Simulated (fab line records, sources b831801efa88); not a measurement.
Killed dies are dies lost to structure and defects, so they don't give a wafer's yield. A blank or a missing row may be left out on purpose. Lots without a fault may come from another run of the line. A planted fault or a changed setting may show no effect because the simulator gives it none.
Problem report in the 8D (eight disciplines) form, filled by code | flow sky130 | the parts of the form that need people (team, actions taken, sign-off) are left out

1. THE PROBLEM
killed_at_front_end at SKY_PAD_OPEN_PROBE_99 reads a mean of 55 on 6 wafers of 2 lots; wafers without a fault read 15 with a standard deviation of 4.6. That is +8.8 standard deviations from the usual mean.
First seen on wafer L708.1, day 49 16:04, on prober-01. The record holds 6 wafers of 2 lots with a number at this step. Rule for "out", or "out of limits": more than 4 standard deviations from the usual mean. The other wafers with a number count as sound.

2. WHAT IT IS AND WHAT IT IS NOT
question                    | is                     | is not
which readings at this step | killed_at_front_end    | killed_at_M0_to_M3, killed_at_M4_up, killed_at_contacts, killed_open, killed_short
which lots                  | L708, L709             | -
which wafers of those lots  | all that have a number | -
read on which tools         | prober-01, prober-02   | -
when                        | from day 49 16:04      | up to then (0 sound wafers)

3. SUSPECTS, AND WHAT RULES EACH OUT
Counting: a tool at a process step up to the reading stays a suspect if it ran every lot that is out and no sound lot after the first of them.
- plasma_asher-02 at SKY_LDD_HVN_STRIP_09 (strips in O2/N2): kept. It ran every lot that is out, first L708 (day 26 10:44), and no sound lot after that.
Left after counting: plasma_asher-02 at SKY_LDD_HVN_STRIP_09.

4. THE CAUSE (what the simulator had put in)
Chamber particle source: plasma_asher-02, from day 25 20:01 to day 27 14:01, at SKY_LDD_HVN_STRIP_09. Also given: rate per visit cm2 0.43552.
Counting left only this tool.

5. THE CHAIN OF EFFECTS, in route order
Each row: a reading whose mean over the struck wafers that have a number lies more than 3 standard deviations from the usual. Only readings for which the record gives a usual standard deviation are gone through. hours: the time from each lot's start at the first step in this table that gives one to its start at this step, as a median over the lots. sigmas: the change in usual standard deviations.
hours | step                  | reading             | usual | on struck wafers | change | sigmas
0     | SKY_PAD_OPEN_PROBE_99 | killed_at_front_end | 15    | 55               | +40    | +8.8
0     | SKY_PAD_OPEN_PROBE_99 | killed_dies         | 86    | 125              | +39    | +4.0
The process steps in it:
- SKY_PAD_OPEN_PROBE_99

6. WHAT WOULD HAVE CAUGHT IT SOONER
In this record the first reading out of limits was taken at day 49 16:04, 572 hours after the fault began at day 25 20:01.
Of the tool readings at SKY_LDD_HVN_STRIP_09 for which the record gives a usual standard deviation, none was out on any struck wafer, so an alarm limit of 4 standard deviations on them would not have fired.
All the lots that are out (2) had begun SKY_LDD_HVN_STRIP_09 on plasma_asher-02 by day 49 16:04. A hold on the tool at that time would have spared none of them.
